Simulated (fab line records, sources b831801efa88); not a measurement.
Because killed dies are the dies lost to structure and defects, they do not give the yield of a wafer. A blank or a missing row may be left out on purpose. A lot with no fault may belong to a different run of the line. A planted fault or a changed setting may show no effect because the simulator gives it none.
Which tool was responsible? | flow gf180mcu | 8 lots, 24 wafers sampled, at 4 steps of a route of 602

== WHAT THE GAUGES SHOWED, per wafer ==
GF_DNWELL_TW_MEAS_09. Usual: for DNWELL_TW the level is 1348 and the standard deviation is 16.
lot  | measured    | on            | DNWELL_TW      | flag
L290 | day 2 19:02 | film-metro-03 | 1374 1378 1378 |
L291 | day 3 01:23 | film-metro-03 | 1360 1365 1371 |
L292 | day 3 07:13 | film-metro-01 | 1330 1334 1331 |
L293 | day 3 11:35 | film-metro-03 | 1365 1366 1365 |
L295 | day 3 22:39 | film-metro-01 | 2509 2503 2506 | OFF
L296 | day 4 03:14 | film-metro-02 | 2518 2537 2514 | OFF
L297 | day 4 07:20 | film-metro-01 | 2498 2512 2519 | OFF
L298 | day 4 12:39 | film-metro-02 | 2515 2513 2503 | OFF

GF_NWELL_OVL_MEAS_07. Usual: for NWELL_OVL the level is -0.4 nm and the standard deviation is 1.4.
lot  | measured    | on         | NWELL_OVL (nm) | flag
L290 | day 3 08:04 | overlay-01 | 0.8 -0.4 0.4   |
L291 | day 3 14:04 | overlay-01 | -1.8 -1.6 -1.3 |
L292 | day 3 20:01 | overlay-01 | -1.3 -0.5 1.1  |
L293 | day 4 00:44 | overlay-02 | 0.4 -0.4 -1.8  |
L295 | day 4 12:02 | overlay-01 | 0.5 -3.8 0.5   |
L296 | day 4 16:16 | overlay-02 | -0.9 0.1 -2.1  |
L297 | day 4 21:38 | overlay-02 | -0.3 -0.6 -0.4 |
L298 | day 5 02:32 | overlay-01 | -1.8 -0.1 0.6  |

GF_NWELL_TW_MEAS_11. Usual: for NWELL_TW the level is 1571 and the standard deviation is 18.
lot  | measured    | on            | NWELL_TW       | flag
L290 | day 3 08:31 | film-metro-01 | 1541 1556 1550 |
L291 | day 3 14:31 | film-metro-03 | 1598 1598 1594 |
L292 | day 3 20:28 | film-metro-04 | 1558 1554 1560 |
L293 | day 4 01:11 | film-metro-04 | 1573 1570 1575 |
L295 | day 4 12:29 | film-metro-04 | 1573 1576 1570 |
L296 | day 4 16:43 | film-metro-01 | 1549 1560 1557 |
L297 | day 4 22:04 | film-metro-04 | 1571 1585 1578 |
L298 | day 5 02:58 | film-metro-01 | 1553 1557 1556 |

== EACH LOT AND THE TOOL THAT RAN IT (in order: tool; ch and the chambers of the sampled wafers; start) ==
lot  | GF_DNWELL_IMPLANT_07
L290 | implanter-03 ch 0, day 2 18:47
L291 | implanter-03 ch 0, day 3 01:08
L292 | implanter-03 ch 0, day 3 06:58
L293 | implanter-02 ch 0, day 3 11:21
L295 | implanter-02 ch 0, day 3 22:26
L296 | implanter-02 ch 0, day 4 02:59
L297 | implanter-03 ch 0, day 4 07:05
L298 | implanter-03 ch 0, day 4 12:25
- GF_DNWELL_IMPLANT_07

== WHAT THE TOOLS THEMSELVES READ (means of the sampled wafers that have a number; where no wafer has one, the mark that the record gives instead) ==
GF_DNWELL_IMPLANT_07. Usual: 9.98 s for beam-on-s, sd 0.21.
lot  | tool         | beam-on-s (s) | flag
L290 | implanter-03 | 9.92          |
L291 | implanter-03 | 9.87          |
L292 | implanter-03 | 9.75          |
L293 | implanter-02 | 10.01         |
L295 | implanter-02 | 10.13         |
L296 | implanter-02 | 9.99          |
L297 | implanter-03 | 9.85          |
L298 | implanter-03 | 10.11         |

== THE ANSWER, worked out from the rows above alone ==
Rule: lot off if the mean of its wafers having a number is beyond 3 standard deviations from the usual mean. A lot without any number at a reading at which 4 lots or more have one is off too. All remaining lots with rows at the step are treated as sound. The gauges are gone through in route order, then the tools' own readings, and for those a lot's mean is taken as printed above. At the first step where some lot is off, the reading lying furthest off is the one used; lots without a number count as furthest.
Off: L295, L296, L297, L298, at GF_DNWELL_TW_MEAS_09 (DNWELL_TW).
If a tool, at a process step before that reading, ran all the lots that are off and no sound lot after the first of them, it fits. Gauges at GF_DNWELL_TW_MEAS_09: tried the same way as those tools. No candidate that was tried fits.

== WHAT THE SIMULATOR HAD INSERTED ==
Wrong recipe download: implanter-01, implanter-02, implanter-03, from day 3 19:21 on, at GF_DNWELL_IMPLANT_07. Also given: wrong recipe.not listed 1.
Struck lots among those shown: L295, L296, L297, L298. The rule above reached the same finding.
